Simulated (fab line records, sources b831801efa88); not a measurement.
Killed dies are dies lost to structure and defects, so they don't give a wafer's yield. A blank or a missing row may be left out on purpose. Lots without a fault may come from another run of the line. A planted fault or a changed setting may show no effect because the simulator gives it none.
Which tool did it? | flow gf180mcu | 24 lots, 72 wafers sampled, at 6 steps of a route of 602

WHAT THE GAUGES READ, wafer by wafer
GF_CONTACT_THK_MEAS_26: measures by xrf. Usual: CONTACT_W_THK 306 nm, standard deviation 7.
lot  | measured     | on            | CONTACT_W_THK (nm) | flag
L074 | day 16 10:25 | film_metro-04 | 304 304 305        |
L075 | day 16 15:58 | film_metro-01 | 299 298 300        |
L076 | day 17 06:43 | film_metro-02 | 305 309 304        |
L077 | day 17 23:30 | film_metro-01 | 306 300 303        |
L078 | day 18 09:18 | film_metro-04 | 296 304 291        |
L079 | day 19 00:17 | film_metro-02 | 311 307 309        |
L081 | day 19 04:50 | film_metro-02 | 323 326 306        |
L080 | day 19 08:58 | film_metro-01 | 313 299 298        |
L082 | day 19 16:25 | film_metro-04 | 300 301 299        |
L084 | day 20 04:40 | film_metro-04 | 301 305 303        |
L083 | day 20 09:59 | film_metro-01 | 299 302 303        |
L085 | day 20 20:33 | film_metro-02 | 301 304 303        |
L086 | day 20 22:22 | film_metro-02 | 310 325 314        |
L087 | day 21 08:19 | film_metro-02 | 305 305 310        |
L088 | day 21 19:06 | film_metro-04 | 310 294 297        |
L090 | day 22 12:48 | film_metro-02 | 306 305 313        |
L089 | day 22 14:23 | film_metro-01 | 309 306 317        |
L091 | day 22 18:16 | film_metro-01 | 304 298 300        |
L092 | day 23 08:56 | film_metro-01 | 314 312 301        |
L093 | day 23 16:54 | film_metro-04 | 304 302 303        |
L094 | day 23 18:33 | film_metro-01 | 304 300 302        |
L095 | day 23 23:07 | film_metro-04 | 300 315 301        |
L097 | day 24 15:38 | film_metro-02 | 318 306 303        |
L096 | day 24 17:46 | film_metro-02 | 317 304 315        |

GF_V1_RS_MEAS_24: measures by four-point-probe. Usual: V1_W_RS 0.327 ohm/sq, standard deviation 0.0059.
lot  | measured     | on            | V1_W_RS (ohm/sq)  | flag
L074 | day 18 12:41 | film_metro-03 | 0.317 0.319 0.315 |
L075 | day 18 18:37 | film_metro-02 | 0.337 0.332 0.335 |
L076 | day 19 10:31 | film_metro-03 | 0.330 0.332 0.332 |
L077 | day 20 03:58 | film_metro-02 | 0.316 0.330 0.332 |
L078 | day 20 13:34 | film_metro-02 | 0.335 0.332 0.333 |
L079 | day 21 04:34 | film_metro-02 | 0.332 0.316 0.330 |
L081 | day 21 09:25 | film_metro-04 | 0.315 0.331 0.313 |
L080 | day 21 14:14 | film_metro-04 | 0.333 0.330 0.335 |
L082 | day 21 22:12 | film_metro-04 | 0.327 0.328 0.325 |
L084 | day 22 08:34 | film_metro-03 | 0.329 0.321 0.330 |
L083 | day 22 14:00 | film_metro-04 | 0.328 0.331 0.327 |
L085 | day 22 23:09 | film_metro-03 | 0.329 0.332 0.329 |
L086 | day 23 01:02 | film_metro-02 | 0.321 0.321 0.324 |
L087 | day 23 11:22 | film_metro-02 | 0.331 0.330 0.332 |
L088 | day 23 21:00 | film_metro-03 | 0.335 0.315 0.316 |
L090 | day 24 14:05 | film_metro-04 | 0.322 0.330 0.326 |
L089 | day 24 15:03 | film_metro-04 | 0.318 0.317 0.330 |
L091 | day 24 20:06 | film_metro-03 | 0.318 0.331 0.320 |
L092 | day 25 08:55 | film_metro-04 | 0.318 0.332 0.318 |
L093 | day 25 16:22 | film_metro-04 | 0.318 0.336 0.318 |
L094 | day 25 18:13 | film_metro-03 | 0.330 0.328 0.331 |
L095 | day 25 22:23 | film_metro-02 | 0.331 0.327 0.325 |
L097 | day 26 14:14 | film_metro-02 | 0.326 0.326 0.320 |
L096 | day 26 16:54 | film_metro-03 | 0.327 0.328 0.325 |

GF_MIM_THK_MEAS_06. Usual: MIM_CVD_05_THK 42.0 nm, standard deviation 0.57.
lot  | measured     | on            | MIM_CVD_05_THK (nm) | flag
L074 | day 24 23:52 | film_metro-03 | 41.5 41.8 41.9      |
L075 | day 25 04:04 | film_metro-02 | 41.8 41.4 41.3      |
L076 | day 25 18:49 | film_metro-02 | 42.3 42.4 42.9      |
L077 | day 26 08:31 | film_metro-01 | 41.0 42.1 41.9      |
L078 | day 26 18:28 | film_metro-03 | 41.2 40.8 41.4      |
L079 | day 27 06:42 | film_metro-01 | 41.0 40.6 42.3      |
L081 | day 27 08:58 | film_metro-03 | 42.5 42.7 43.2      |
L080 | day 27 13:44 | film_metro-02 | 42.5 42.3 42.7      |
L082 | day 27 21:14 | film_metro-01 | 41.4 41.5 41.9      |
L084 | day 28 05:34 | film_metro-03 | 42.3 42.7 42.7      |
L083 | day 28 11:52 | film_metro-03 | 41.4 41.3 41.1      |
L085 | day 28 19:04 | film_metro-01 | 42.5 42.6 42.3      |
L086 | day 28 19:50 | film_metro-02 | 42.1 42.7 42.1      |
L087 | day 29 03:32 | film_metro-03 | 41.8 41.1 42.0      |
L088 | day 29 12:43 | film_metro-03 | 41.6 41.8 41.2      |
L090 | day 30 03:05 | film_metro-02 | 41.1 42.1 42.1      |
L089 | day 30 03:37 | film_metro-03 | 41.7 41.2 41.7      |
L091 | day 30 08:52 | film_metro-03 | 42.5 42.2 42.5      |
L092 | day 30 20:00 | film_metro-01 | 42.2 42.1 42.3      |
L093 | day 31 02:26 | film_metro-03 | 42.5 42.5 42.7      |
L094 | day 31 03:43 | film_metro-03 | 42.6 43.2 42.7      |
L095 | day 31 10:10 | film_metro-02 | 41.4 41.9 42.0      |
L097 | day 31 20:02 | film_metro-01 | 41.7 42.3 42.4      |
L096 | day 31 22:15 | film_metro-01 | 41.2 41.9 41.8      |

WHICH TOOL RAN EACH LOT (tool, then ch and the chambers of the sampled wafers, then the start)
lot  | GF_M1_SPUTTER_00             | GF_V3_CMP_26                  | GF_M4_METAL_ETCH_16
L074 | pvd_sputter-04, day 16 10:46 | cmp-02 ch 0,1, day 22 21:55   | rie_metal-02 ch 0,1, day 23 21:56
L075 | pvd_sputter-02, day 16 16:19 | cmp-02 ch 0,1,3, day 23 02:59 | rie_metal-01 ch 0,1, day 24 02:50
L076 | pvd_sputter-04, day 17 07:14 | cmp-01 ch 0,1,2, day 23 18:28 | rie_metal-02 ch 0,1, day 24 17:26
L077 | pvd_sputter-04, day 17 23:51 | cmp-01 ch 1,3, day 24 09:38   | rie_metal-02 ch 0,1, day 25 08:15
L078 | pvd_sputter-02, day 18 09:40 | cmp-01 ch 1,2,3, day 24 19:34 | rie_metal-04 ch 0,1, day 25 17:51
L079 | pvd_sputter-04, day 19 00:38 | cmp-01 ch 1,2,3, day 25 08:44 | rie_metal-01 ch 1, day 26 06:25
L081 | pvd_sputter-04, day 19 05:10 | cmp-01 ch 2,3, day 25 11:47   | rie_metal-02 ch 0,1, day 26 09:16
L080 | pvd_sputter-04, day 19 09:19 | cmp-01 ch 0,2,3, day 25 16:14 | rie_metal-04 ch 0,1, day 26 14:08
L082 | pvd_sputter-02, day 19 16:46 | cmp-02 ch 1,2,3, day 25 23:16 | rie_metal-02 ch 0,1, day 26 21:08
L084 | pvd_sputter-03, day 20 05:00 | cmp-02 ch 1,3, day 26 09:20   | rie_metal-01 ch 0,1, day 27 06:43
L083 | pvd_sputter-02, day 20 10:21 | cmp-02 ch 1,2,3, day 26 14:05 | rie_metal-04 ch 0,1, day 27 11:42
L085 | pvd_sputter-04, day 20 20:53 | cmp-01 ch 0,1, day 26 23:13   | rie_metal-01 ch 0,1, day 27 20:16
L086 | pvd_sputter-03, day 20 22:43 | cmp-01 ch 0,1,2, day 27 00:01 | rie_metal-04 ch 0,1, day 27 20:17
L087 | pvd_sputter-04, day 21 08:40 | cmp-01 ch 0,3, day 27 08:32   | rie_metal-02 ch 0,1, day 28 04:53
L088 | pvd_sputter-04, day 21 19:28 | cmp-01 ch 0,2,3, day 27 17:40 | rie_metal-01 ch 0,1, day 28 14:09
L090 | pvd_sputter-04, day 22 13:10 | cmp-01 ch 2,3, day 28 08:59   | rie_metal-01 ch 1, day 29 04:47
L089 | pvd_sputter-03, day 22 14:47 | cmp-02 ch 0,2,3, day 28 09:56 | rie_metal-02 ch 0,1, day 29 05:29
L091 | pvd_sputter-04, day 22 18:59 | cmp-02 ch 1,2,3, day 28 14:55 | rie_metal-04 ch 0,1, day 29 10:32
L092 | pvd_sputter-03, day 23 09:16 | cmp-01 ch 0,1,3, day 29 01:47 | rie_metal-02 ch 0,1, day 29 21:46
L093 | pvd_sputter-02, day 23 17:14 | cmp-01 ch 0,2,3, day 29 09:20 | rie_metal-02 ch 0,1, day 30 04:43
L094 | pvd_sputter-02, day 23 19:02 | cmp-01 ch 0,1,3, day 29 10:41 | rie_metal-04 ch 0,1, day 30 06:00
L095 | pvd_sputter-02, day 23 23:27 | cmp-02 ch 0,2,3, day 29 16:01 | rie_metal-04 ch 0,1, day 30 11:44
L097 | pvd_sputter-03, day 24 16:08 | cmp-02 ch 2,3, day 30 04:19   | rie_metal-04 ch 0,1, day 30 23:22
L096 | pvd_sputter-02, day 24 18:07 | cmp-02 ch 0,1, day 30 06:05   | rie_metal-04 ch 0,1, day 31 01:27
- GF_M1_SPUTTER_00: material Ti, target thk 37.5 nm, time 150 s.
- GF_V3_CMP_26: polishes, stops on SiO2, t overpolish 15 s, target thk 0 nm.
- GF_M4_METAL_ETCH_16: etches the open film in Cl2/BCl3, stops on SiO2, target depth 627.5 nm, time 104.6 s.

WHAT THE TOOLS THEMSELVES READ (means of the sampled wafers that have a number; where no wafer has one, the mark that the record gives instead)
GF_M1_SPUTTER_00. Usual: throttle_valve_pct 30.3 %, standard deviation 0.91.
lot  | tool           | throttle_valve_pct (%) | flag
L074 | pvd_sputter-04 | 30.2                   |
L075 | pvd_sputter-02 | 30.9                   |
L076 | pvd_sputter-04 | 30.5                   |
L077 | pvd_sputter-04 | 29.8                   |
L078 | pvd_sputter-02 | 30.6                   |
L079 | pvd_sputter-04 | 30.4                   |
L081 | pvd_sputter-04 | 29.8                   |
L080 | pvd_sputter-04 | 29.9                   |
L082 | pvd_sputter-02 | 30.1                   |
L084 | pvd_sputter-03 | 29.4                   |
L083 | pvd_sputter-02 | 30.7                   |
L085 | pvd_sputter-04 | 29.7                   |
L086 | pvd_sputter-03 | 29.1                   |
L087 | pvd_sputter-04 | 30.2                   |
L088 | pvd_sputter-04 | 30.3                   |
L090 | pvd_sputter-04 | 30.2                   |
L089 | pvd_sputter-03 | 30.3                   |
L091 | pvd_sputter-04 | 30.3                   |
L092 | pvd_sputter-03 | 30.2                   |
L093 | pvd_sputter-02 | 31.7                   |
L094 | pvd_sputter-02 | 31.1                   |
L095 | pvd_sputter-02 | 30.6                   |
L097 | pvd_sputter-03 | 30.4                   |
L096 | pvd_sputter-02 | 31.2                   |

GF_V3_CMP_26. Usual: motor_current_A 11.0 A, standard deviation 1.3; overpolish_run_s 14.999 s, standard deviation 0.0099; time_to_endpoint_s 84 s, standard deviation 3.1.
lot  | tool   | motor_current_A (A) | overpolish_run_s (s) | time_to_endpoint_s (s) | flag
L074 | cmp-02 | 11.2                | 15.003               | 84                     |
L075 | cmp-02 | 10.3                | 14.994               | 84                     |
L076 | cmp-01 | 11.4                | 15.002               | 88                     |
L077 | cmp-01 | 9.7                 | 14.993               | 84                     |
L078 | cmp-01 | 10.7                | 15.000               | 85                     |
L079 | cmp-01 | 11.0                | 15.004               | 84                     |
L081 | cmp-01 | 11.3                | 15.004               | 81                     |
L080 | cmp-01 | 11.7                | 15.001               | 82                     |
L082 | cmp-02 | 10.7                | 15.006               | 81                     |
L084 | cmp-02 | 9.5                 | 14.994               | 81                     |
L083 | cmp-02 | 11.0                | 15.000               | 82                     |
L085 | cmp-01 | 11.1                | 15.000               | 86                     |
L086 | cmp-01 | 11.4                | 15.007               | 84                     |
L087 | cmp-01 | 10.6                | 15.007               | 83                     |
L088 | cmp-01 | 11.0                | 15.004               | 86                     |
L090 | cmp-01 | 10.9                | 14.996               | 82                     |
L089 | cmp-02 | 11.6                | 14.992               | 88                     |
L091 | cmp-02 | 11.1                | 14.998               | 90                     |
L092 | cmp-01 | 10.4                | 14.993               | 86                     |
L093 | cmp-01 | 11.4                | 15.006               | 85                     |
L094 | cmp-01 | 10.2                | 14.990               | 84                     |
L095 | cmp-02 | 11.3                | 15.012               | 84                     |
L097 | cmp-02 | 10.9                | 14.998               | 83                     |
L096 | cmp-02 | 10.9                | 14.995               | 86                     |

GF_M4_METAL_ETCH_16. Usual: drypump_motor_current_A 5.9 A, standard deviation 0.43; mfc_cl2_sccm 79.99 sccm, standard deviation 0.25; oes_product_au 0.973 a.u., standard deviation 0.0058; throttle_valve_pct 28.249 %, standard deviation 0.011.
lot  | tool         | drypump_motor_current_A (A) | mfc_cl2_sccm (sccm) | oes_product_au (a.u.) | throttle_valve_pct (%) | flag
L074 | rie_metal-02 | 6.4                         | 79.75               | 0.973                 | 28.241                 |
L075 | rie_metal-01 | 5.8                         | 79.88               | 0.981                 | 28.244                 |
L076 | rie_metal-02 | 6.3                         | 79.86               | 0.978                 | 28.246                 |
L077 | rie_metal-02 | 6.4                         | 79.90               | 0.965                 | 28.263                 |
L078 | rie_metal-04 | 5.5                         | 79.87               | 0.974                 | 28.242                 |
L079 | rie_metal-01 | 6.0                         | 79.95               | 0.968                 | 28.261                 |
L081 | rie_metal-02 | 6.3                         | 80.05               | 0.970                 | 28.251                 |
L080 | rie_metal-04 | 5.5                         | 80.09               | 0.973                 | 28.247                 |
L082 | rie_metal-02 | 6.4                         | 80.04               | 0.964                 | 28.267                 |
L084 | rie_metal-01 | 5.5                         | 79.91               | 0.971                 | 28.249                 |
L083 | rie_metal-04 | 5.5                         | 80.07               | 0.975                 | 28.247                 |
L085 | rie_metal-01 | 5.8                         | 80.20               | 0.980                 | 28.242                 |
L086 | rie_metal-04 | 5.5                         | 79.89               | 0.970                 | 28.248                 |
L087 | rie_metal-02 | 6.4                         | 79.98               | 0.983                 | 28.246                 |
L088 | rie_metal-01 | 5.5                         | 80.28               | 0.976                 | 28.249                 |
L090 | rie_metal-01 | 6.0                         | 79.78               | 0.969                 | 28.263                 |
L089 | rie_metal-02 | 6.3                         | 80.05               | 0.971                 | 28.251                 |
L091 | rie_metal-04 | 5.5                         | 79.73               | 0.968                 | 28.252                 |
L092 | rie_metal-02 | 6.4                         | 80.09               | 0.978                 | 28.256                 |
L093 | rie_metal-02 | 6.4                         | 80.12               | 0.967                 | 28.244                 |
L094 | rie_metal-04 | 5.5                         | 80.01               | 0.974                 | 28.256                 |
L095 | rie_metal-04 | 5.5                         | 79.97               | 0.973                 | 28.250                 |
L097 | rie_metal-04 | 5.5                         | 79.99               | 0.967                 | 28.247                 |
L096 | rie_metal-04 | 5.6                         | 79.94               | 0.973                 | 28.246                 |

THE ANSWER, worked out from the rows above alone
Rule: a lot is off if the mean of its wafers that have a number lies more than 3 standard deviations from the usual mean. A lot without any number at a reading at which 4 lots or more have one is off too. The other lots that the step has rows for count as sound. The gauges are gone through in route order, then the tools' own readings, and for those a lot's mean is taken as printed above. The first step at which some lot is off is used, and at that step the reading that is off furthest; a lot without a number counts as furthest.
No lot is off at any reading shown: from this, nothing can be told.

WHAT THE SIMULATOR HAD PUT IN
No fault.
